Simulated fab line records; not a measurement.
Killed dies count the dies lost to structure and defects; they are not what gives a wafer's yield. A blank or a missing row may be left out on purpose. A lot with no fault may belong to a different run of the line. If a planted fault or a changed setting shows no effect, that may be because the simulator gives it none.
Matching of chambers    flow sky130    4 sister chambers for SKY_VIA2_CMP_24 on cmp-01
The step polishes, stops on SiO2, t overpolish 20 s, target thk 0 nm. 8 wafers are shown with their chamber, then 10 later ones without.

== WAFERS PAIRED WITH THEIR CHAMBERS ==
wafer   chamber  motor-current-A (A)
L381.3  2        8.3
L385.1  0        11.6
L385.6  2        8.4
L388.3  0        12.2
L389.4  1        13.2
L389.5  3        12.8
L390.2  3        11.9
L390.3  1        12.7

== WAFERS MISSING THEIR CHAMBER ==
wafer   motor-current-A (A)
L390.4  11.7
L391.1  11.8
L391.3  8.3
L391.4  13.8
L393.3  8.2
L393.4  11.8
L393.6  13.9
L397.1  11.9
L397.3  12.0
L397.5  12.3

== CHAMBER TAKEN BY EACH ==
wafer   from the rows above           in truth
L390.4  can't be placed: 0 or 3       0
L391.1  can't be placed: 0 or 3       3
L391.3  2                             2
L391.4  can't be placed: 1 or 3       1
L393.3  2                             2
L393.4  can't be placed: 0 or 3       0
L393.6  can't be placed: 1 or 3       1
L397.1  can't be placed: 0 or 3       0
L397.3  can't be placed: 0 or 3       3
L397.5  can't be placed: 3 or 0 or 1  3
Placed correctly: 2 of 10. Cannot be placed on the basis of these rows: 8; the candidates contain the true chamber in 8. Placed wrongly: 0.
How it was worked out, from the rows above alone: a wafer's distance from a chamber is the root of the sum, over the readings, of the square of ((its reading less the chamber's mean) divided by the reading's scatter). If the next closest chamber is less than 2 further off than the closest, the wafer can't be placed; otherwise it belongs to the closest. For every chamber, the mean is computed from those of its wafers that are shown. The scatter: take each reading less its chamber's mean, square it, sum over the shown wafers, divide by the number of wafers less the number of chambers, and take the root.
